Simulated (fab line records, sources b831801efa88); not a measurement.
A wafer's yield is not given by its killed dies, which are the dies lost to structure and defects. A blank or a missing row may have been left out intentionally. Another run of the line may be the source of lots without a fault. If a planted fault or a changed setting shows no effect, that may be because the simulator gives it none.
2 desks looking at one fault | flow gf180mcu | numbers are kept per desk, each desk with only its own; the story behind them comes last

## TOOL OWNER'S DESK, litho_track-03
The tool's own readings at GF_POLY_GATE_SOFTBAKE_06 (time 60 s): means of the sampled wafers that have a number, for each lot that ran on this tool. A lot is out of limits, marked OUT, if its mean lies more than 4 standard deviations from the usual mean; the brackets give that distance.
Columns: A = chill_plate_temp_C at GF_POLY_GATE_SOFTBAKE_06, usual 23.00 C; B = plate_temp_C at GF_POLY_GATE_SOFTBAKE_06, usual 130.01 C; C = run_length_s at GF_POLY_GATE_SOFTBAKE_06, usual 88.90 s
lot  | first seen here | A     | B      | C
L212 | day 9 03:00     | 22.93 | 129.87 | 88.89
L218 | day 10 17:00    | 22.90 | 130.07 | 88.81
L224 | day 12 07:00    | 23.19 | 129.99 | 98.61 (+75) OUT
L226 | day 13 03:00    | 23.10 | 130.18 | 98.70 (+75) OUT
This desk's verdict: out of limits on L224, L226, starting with L224 at day 12 07:00 (run_length_s at GF_POLY_GATE_SOFTBAKE_06). In limits: L212, L218.

## AT THE METROLOGY DESK
Means of the sampled wafers that have a number, per lot and without regard to the tool the lot ran on: this is what the gauges read. A lot is out of limits, marked OUT, if its mean lies more than 4 standard deviations from the usual mean; the brackets give that distance.
Columns: A = VT_IMPLANT_TW at GF_VT_IMPLANT_TW_MEAS_10, usual 568; B = cd_nm at GF_POLY_GATE_CD_MEAS_10, usual 280.4 nm
lot  | first seen here | A   | B
L212 | day 5 21:28     | 569 | 280.6
L214 | day 6 03:39     | 573 | 278.8
L213 | day 6 05:04     | 575 | 281.5
L217 | day 7 00:18     | 556 | 280.7
L218 | day 7 03:48     | 575 | 279.5
L219 | day 7 09:16     | 553 | 280.6
L220 | day 7 14:39     | 578 | 280.9
L221 | day 7 21:00     | 557 | 280.8
L224 | day 8 15:43     | 573 | 278.1
L226 | day 9 09:21     | 571 | 278.4
L227 | day 9 14:45     | 557 | 281.0
L231 | day 10 15:48    | 570 | 280.6
L232 | day 10 20:54    | 554 | 280.1
L233 | day 10 23:34    | 570 | 281.0
Finding of this desk: none of the 14 lots has anything out of limits.

## TAKEN TOGETHER
An alarm could have come from the tool owner's desk at day 12 07:00, on L224, L226.
From the metrology desk's view, nothing was out of limits.
The metrology desk holds a record of L224, L226, inside its limits.
Every lot named ran GF_POLY_GATE_SOFTBAKE_06 on litho_track-03.

## WHAT HAD BEEN PUT IN BY THE SIMULATOR
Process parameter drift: litho_track-03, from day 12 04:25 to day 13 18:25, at GF_POLY_GATE_SOFTBAKE_06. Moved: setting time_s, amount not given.
Shown lots that were struck: L224, L226.
Hours from the fault's start to each desk's first reading out of limits: the tool owner's desk, 3.
